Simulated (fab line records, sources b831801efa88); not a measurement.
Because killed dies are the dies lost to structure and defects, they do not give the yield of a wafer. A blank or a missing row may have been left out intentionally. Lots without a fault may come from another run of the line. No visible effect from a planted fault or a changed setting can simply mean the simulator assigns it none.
The tool behind it: which one? || flow sky130 || Sampling: 12 lots, 36 wafers, 6 of 708 route steps

## WHAT THE GAUGES SHOWED, per wafer
SKY_LI_CONTACT_RS_MEAS_22: measures by four-point-probe.
{"lot": "L789", "measured": "day 29 04:24", "on": "film metro-01", "LI_CONTACT_W_RS (ohm/sq)": "0.284 0.279 0.283"}
{"lot": "L792", "measured": "day 30 06:20", "on": "film metro-02", "LI_CONTACT_W_RS (ohm/sq)": "0.294 0.293 0.282"}
{"lot": "L793", "measured": "day 30 23:05", "on": "film metro-03", "LI_CONTACT_W_RS (ohm/sq)": "0.284 0.284 0.287"}
{"lot": "L799", "measured": "day 32 21:46", "on": "film metro-01", "LI_CONTACT_W_RS (ohm/sq)": "25.289 25.473 25.284"}
{"lot": "L800", "measured": "day 33 06:43", "on": "film metro-01", "LI_CONTACT_W_RS (ohm/sq)": "25.050 24.946 24.964"}
{"lot": "L801", "measured": "day 33 08:24", "on": "film metro-01", "LI_CONTACT_W_RS (ohm/sq)": "0.281 0.282 0.281"}
{"lot": "L802", "measured": "day 33 15:01", "on": "film metro-01", "LI_CONTACT_W_RS (ohm/sq)": "0.285 0.293 0.284"}
{"lot": "L805", "measured": "day 35 10:13", "on": "film metro-03", "LI_CONTACT_W_RS (ohm/sq)": "0.288 0.289 0.285"}
{"lot": "L807", "measured": "day 35 11:29", "on": "film metro-03", "LI_CONTACT_W_RS (ohm/sq)": "0.274 0.278 0.291"}
{"lot": "L808", "measured": "day 35 13:14", "on": "film metro-01", "LI_CONTACT_W_RS (ohm/sq)": "0.272 0.271 0.271"}
{"lot": "L809", "measured": "day 35 18:25", "on": "film metro-03", "LI_CONTACT_W_RS (ohm/sq)": "0.288 0.277 0.274"}
{"lot": "L810", "measured": "day 36 09:14", "on": "film metro-01", "LI_CONTACT_W_RS (ohm/sq)": "0.285 0.282 0.287"}

SKY_LI_CONTACT_THK_MEAS_23: measures by xrf.
{"lot": "L789", "measured": "day 29 04:30", "on": "film metro-01", "LI_CONTACT_W_THK (nm)": "406 411 407"}
{"lot": "L792", "measured": "day 30 06:27", "on": "film metro-02", "LI_CONTACT_W_THK (nm)": "400 401 420"}
{"lot": "L793", "measured": "day 30 23:13", "on": "film metro-03", "LI_CONTACT_W_THK (nm)": "411 414 412"}
{"lot": "L799", "measured": "day 32 21:53", "on": "film metro-01", "LI_CONTACT_W_THK (nm)": "<0 - <0"}
{"lot": "L800", "measured": "day 33 06:50", "on": "film metro-01", "LI_CONTACT_W_THK (nm)": "<0 <0 <0"}
{"lot": "L801", "measured": "day 33 08:29", "on": "film metro-01", "LI_CONTACT_W_THK (nm)": "410 409 413"}
{"lot": "L802", "measured": "day 33 15:07", "on": "film metro-01", "LI_CONTACT_W_THK (nm)": "401 395 404"}
{"lot": "L805", "measured": "day 35 10:20", "on": "film metro-03", "LI_CONTACT_W_THK (nm)": "406 406 412"}
{"lot": "L807", "measured": "day 35 11:35", "on": "film metro-03", "LI_CONTACT_W_THK (nm)": "426 421 403"}
{"lot": "L808", "measured": "day 35 13:20", "on": "film metro-01", "LI_CONTACT_W_THK (nm)": "421 425 424"}
{"lot": "L809", "measured": "day 35 18:31", "on": "film metro-03", "LI_CONTACT_W_THK (nm)": "407 421 431"}
{"lot": "L810", "measured": "day 36 09:21", "on": "film metro-01", "LI_CONTACT_W_THK (nm)": "406 412 404"}

SKY_LOCAL_INTERCONNECT_RS_MEAS_01: measures by four-point-probe.
{"lot": "L789", "measured": "day 29 04:59", "on": "film metro-01", "LOCAL_INTERCONNECT_TIN_RS (ohm/sq)": "13.78 13.92 13.75"}
{"lot": "L792", "measured": "day 30 06:53", "on": "film metro-01", "LOCAL_INTERCONNECT_TIN_RS (ohm/sq)": "14.62 14.30 14.24"}
{"lot": "L793", "measured": "day 30 23:38", "on": "film metro-04", "LOCAL_INTERCONNECT_TIN_RS (ohm/sq)": "14.20 14.15 14.47"}
{"lot": "L801", "measured": "day 33 08:56", "on": "film metro-04", "LOCAL_INTERCONNECT_TIN_RS (ohm/sq)": "14.36 14.34 14.32"}
{"lot": "L802", "measured": "day 33 15:33", "on": "film metro-02", "LOCAL_INTERCONNECT_TIN_RS (ohm/sq)": "14.31 14.44 14.47"}
{"lot": "L805", "measured": "day 35 10:46", "on": "film metro-04", "LOCAL_INTERCONNECT_TIN_RS (ohm/sq)": "13.96 13.78 13.92"}
{"lot": "L807", "measured": "day 35 12:01", "on": "film metro-04", "LOCAL_INTERCONNECT_TIN_RS (ohm/sq)": "14.26 14.14 14.26"}
{"lot": "L808", "measured": "day 35 13:46", "on": "film metro-01", "LOCAL_INTERCONNECT_TIN_RS (ohm/sq)": "14.26 14.20 14.14"}
{"lot": "L809", "measured": "day 35 18:58", "on": "film metro-04", "LOCAL_INTERCONNECT_TIN_RS (ohm/sq)": "14.31 14.47 14.76"}
{"lot": "L810", "measured": "day 36 09:46", "on": "film metro-01", "LOCAL_INTERCONNECT_TIN_RS (ohm/sq)": "14.04 13.77 13.96"}

SKY_LOCAL_INTERCONNECT_OVL_MEAS_12.
{"lot": "L789", "measured": "day 30 09:06", "on": "overlay-01", "LOCAL_INTERCONNECT_OVL (nm)": "-6 -10 -6"}
{"lot": "L792", "measured": "day 31 10:50", "on": "overlay-01", "LOCAL_INTERCONNECT_OVL (nm)": "14 10 3"}
{"lot": "L793", "measured": "day 32 03:38", "on": "overlay-02", "LOCAL_INTERCONNECT_OVL (nm)": "-2 8 3"}
{"lot": "L801", "measured": "day 34 11:10", "on": "overlay-01", "LOCAL_INTERCONNECT_OVL (nm)": "12 3 2"}
{"lot": "L802", "measured": "day 34 17:04", "on": "overlay-01", "LOCAL_INTERCONNECT_OVL (nm)": "5 13 10"}
{"lot": "L805", "measured": "day 36 13:29", "on": "overlay-02", "LOCAL_INTERCONNECT_OVL (nm)": "3 -1 4"}
{"lot": "L807", "measured": "day 36 14:14", "on": "overlay-01", "LOCAL_INTERCONNECT_OVL (nm)": "6 11 3"}
{"lot": "L808", "measured": "day 36 16:10", "on": "overlay-02", "LOCAL_INTERCONNECT_OVL (nm)": "5 5 4"}
{"lot": "L809", "measured": "day 36 21:12", "on": "overlay-02", "LOCAL_INTERCONNECT_OVL (nm)": "8 5 4"}
{"lot": "L810", "measured": "day 37 11:44", "on": "overlay-02", "LOCAL_INTERCONNECT_OVL (nm)": "-2 4 5"}

## WHICH TOOL RAN EACH LOT (tool, then ch and the chambers of the sampled wafers, then the start)
{"lot": "L789", "SKY_SD_P_STRIP_10": "plasma asher-03 ch 0,1, day 25 11:35", "SKY_LI_CONTACT_CVD_21": "cvd w-01 ch 0,1, day 29 04:16"}
{"lot": "L792", "SKY_SD_P_STRIP_10": "plasma asher-01 ch 1, day 26 13:51", "SKY_LI_CONTACT_CVD_21": "cvd w-02 ch 0,1, day 30 06:12"}
{"lot": "L793", "SKY_SD_P_STRIP_10": "plasma asher-01 ch 0,1, day 27 07:39", "SKY_LI_CONTACT_CVD_21": "cvd w-01 ch 0,1, day 30 22:58"}
{"lot": "L799", "SKY_SD_P_STRIP_10": "plasma asher-01 ch 0,1, day 29 07:03", "SKY_LI_CONTACT_CVD_21": "cvd w-01 ch 1, day 32 21:38"}
{"lot": "L800", "SKY_SD_P_STRIP_10": "plasma asher-03 ch 0,1, day 29 16:30", "SKY_LI_CONTACT_CVD_21": "cvd w-02 ch 0,1, day 33 06:36"}
{"lot": "L801", "SKY_SD_P_STRIP_10": "plasma asher-01 ch 0,1, day 29 17:44", "SKY_LI_CONTACT_CVD_21": "cvd w-01 ch 0,1, day 33 08:16"}
{"lot": "L802", "SKY_SD_P_STRIP_10": "plasma asher-01 ch 0,1, day 30 01:58", "SKY_LI_CONTACT_CVD_21": "cvd w-01 ch 0,1, day 33 14:52"}
{"lot": "L805", "SKY_SD_P_STRIP_10": "plasma asher-01 ch 0,1, day 31 22:30", "SKY_LI_CONTACT_CVD_21": "cvd w-01 ch 0,1, day 35 10:04"}
{"lot": "L807", "SKY_SD_P_STRIP_10": "plasma asher-01 ch 0,1, day 31 23:11", "SKY_LI_CONTACT_CVD_21": "cvd w-02 ch 0,1, day 35 11:22"}
{"lot": "L808", "SKY_SD_P_STRIP_10": "plasma asher-04 ch 0,1, day 32 01:40", "SKY_LI_CONTACT_CVD_21": "cvd w-02 ch 1, day 35 13:05"}
{"lot": "L809", "SKY_SD_P_STRIP_10": "plasma asher-01 ch 0,1, day 32 08:23", "SKY_LI_CONTACT_CVD_21": "cvd w-02 ch 0,1, day 35 18:17"}
{"lot": "L810", "SKY_SD_P_STRIP_10": "plasma asher-01 ch 1, day 32 23:07", "SKY_LI_CONTACT_CVD_21": "cvd w-01 ch 0,1, day 36 09:06"}
- SKY_SD_P_STRIP_10: strips in O2/N2.
- SKY_LI_CONTACT_CVD_21: deposits W, target thk 400 nm, time 120.56 s.

## WHAT THE TOOLS THEMSELVES READ (means of the sampled wafers that have a number; where no wafer has one, the mark that the record gives instead)
SKY_SD_P_STRIP_10.
{"lot": "L789", "tool": "plasma asher-03", "drypump motor current A (A)": 6.0, "oes product au (a.u.)": 0.617, "strip time to endpoint s (s)": 17.52}
{"lot": "L792", "tool": "plasma asher-01", "drypump motor current A (A)": 5.7, "oes product au (a.u.)": 0.617, "strip time to endpoint s (s)": 17.48}
{"lot": "L793", "tool": "plasma asher-01", "drypump motor current A (A)": 5.8, "oes product au (a.u.)": 0.620, "strip time to endpoint s (s)": 17.53}
{"lot": "L799", "tool": "plasma asher-01", "drypump motor current A (A)": 5.8, "oes product au (a.u.)": 0.617, "strip time to endpoint s (s)": 17.46}
{"lot": "L800", "tool": "plasma asher-03", "drypump motor current A (A)": 6.0, "oes product au (a.u.)": 0.619, "strip time to endpoint s (s)": 17.42}
{"lot": "L801", "tool": "plasma asher-01", "drypump motor current A (A)": 5.7, "oes product au (a.u.)": 0.615, "strip time to endpoint s (s)": 17.53}
{"lot": "L802", "tool": "plasma asher-01", "drypump motor current A (A)": 5.8, "oes product au (a.u.)": 0.614, "strip time to endpoint s (s)": 17.49}
{"lot": "L805", "tool": "plasma asher-01", "drypump motor current A (A)": 5.7, "oes product au (a.u.)": 0.615, "strip time to endpoint s (s)": 17.52}
{"lot": "L807", "tool": "plasma asher-01", "drypump motor current A (A)": 5.7, "oes product au (a.u.)": 0.617, "strip time to endpoint s (s)": 17.52}
{"lot": "L808", "tool": "plasma asher-04", "drypump motor current A (A)": 5.4, "oes product au (a.u.)": 0.614, "strip time to endpoint s (s)": 17.50}
{"lot": "L809", "tool": "plasma asher-01", "drypump motor current A (A)": 5.8, "oes product au (a.u.)": 0.616, "strip time to endpoint s (s)": 17.51}
{"lot": "L810", "tool": "plasma asher-01", "drypump motor current A (A)": 5.6, "oes product au (a.u.)": 0.615, "strip time to endpoint s (s)": 17.53}

SKY_LI_CONTACT_CVD_21.
{"lot": "L789", "tool": "cvd w-01", "chamber pressure Torr (Torr)": 39.95, "heater power outer w (W)": 516, "heater power w (W)": 861}
{"lot": "L792", "tool": "cvd w-02", "chamber pressure Torr (Torr)": 40.01, "heater power outer w (W)": 610, "heater power w (W)": 965}
{"lot": "L793", "tool": "cvd w-01", "chamber pressure Torr (Torr)": 40.00, "heater power outer w (W)": 516, "heater power w (W)": 878}
{"lot": "L799", "tool": "cvd w-01", "chamber pressure Torr (Torr)": "-", "heater power outer w (W)": "-", "heater power w (W)": "-"}
{"lot": "L800", "tool": "cvd w-02", "chamber pressure Torr (Torr)": "-", "heater power outer w (W)": "-", "heater power w (W)": "-"}
{"lot": "L801", "tool": "cvd w-01", "chamber pressure Torr (Torr)": 40.01, "heater power outer w (W)": 524, "heater power w (W)": 858}
{"lot": "L802", "tool": "cvd w-01", "chamber pressure Torr (Torr)": 39.98, "heater power outer w (W)": 544, "heater power w (W)": 883}
{"lot": "L805", "tool": "cvd w-01", "chamber pressure Torr (Torr)": 40.06, "heater power outer w (W)": 546, "heater power w (W)": 880}
{"lot": "L807", "tool": "cvd w-02", "chamber pressure Torr (Torr)": 39.98, "heater power outer w (W)": 594, "heater power w (W)": 939}
{"lot": "L808", "tool": "cvd w-02", "chamber pressure Torr (Torr)": 39.94, "heater power outer w (W)": 575, "heater power w (W)": 930}
{"lot": "L809", "tool": "cvd w-02", "chamber pressure Torr (Torr)": 39.95, "heater power outer w (W)": 594, "heater power w (W)": 941}
{"lot": "L810", "tool": "cvd w-01", "chamber pressure Torr (Torr)": 40.11, "heater power outer w (W)": 526, "heater power w (W)": 865}

## THE ANSWER, worked out from the rows above alone
Rule: what is usual is taken from the lots themselves. The widest of any qualifying gaps counts: lots, ordered by their means at a reading, are off when they make up no more than a third of the lots, leave a main group of 4 or more, and stand apart from it by 3 or more times the standard deviation of that group's means. Not used: any main group whose means are identical at the precision the tables above print for the reading. Also off: a lot with no number at a reading for which 4 or more lots have one. All remaining lots with rows at the step are treated as sound. After the gauges, taken in route order, come the tools' own readings; for these a lot's mean is taken, as printed above. The first step at which some lot is off is used, and at that step the reading that is off furthest; a lot without a number counts as furthest.
Off: at SKY_LI_CONTACT_RS_MEAS_22 (LI_CONTACT_W_RS), L799, L800. Mean 0.283 ohm/sq and standard deviation 0.0049 in the main group.
A tool fits if, at a process step before that reading, it ran every lot that is off, and no sound lot after the first of them. The gauges at SKY_LI_CONTACT_RS_MEAS_22 aren't tried: what is off there is off at SKY_LI_CONTACT_CVD_21 too, on other tools, and a gauge's error can't cause that. Not one of the candidates tried fits.

## WHAT THE SIMULATOR HAD PUT IN
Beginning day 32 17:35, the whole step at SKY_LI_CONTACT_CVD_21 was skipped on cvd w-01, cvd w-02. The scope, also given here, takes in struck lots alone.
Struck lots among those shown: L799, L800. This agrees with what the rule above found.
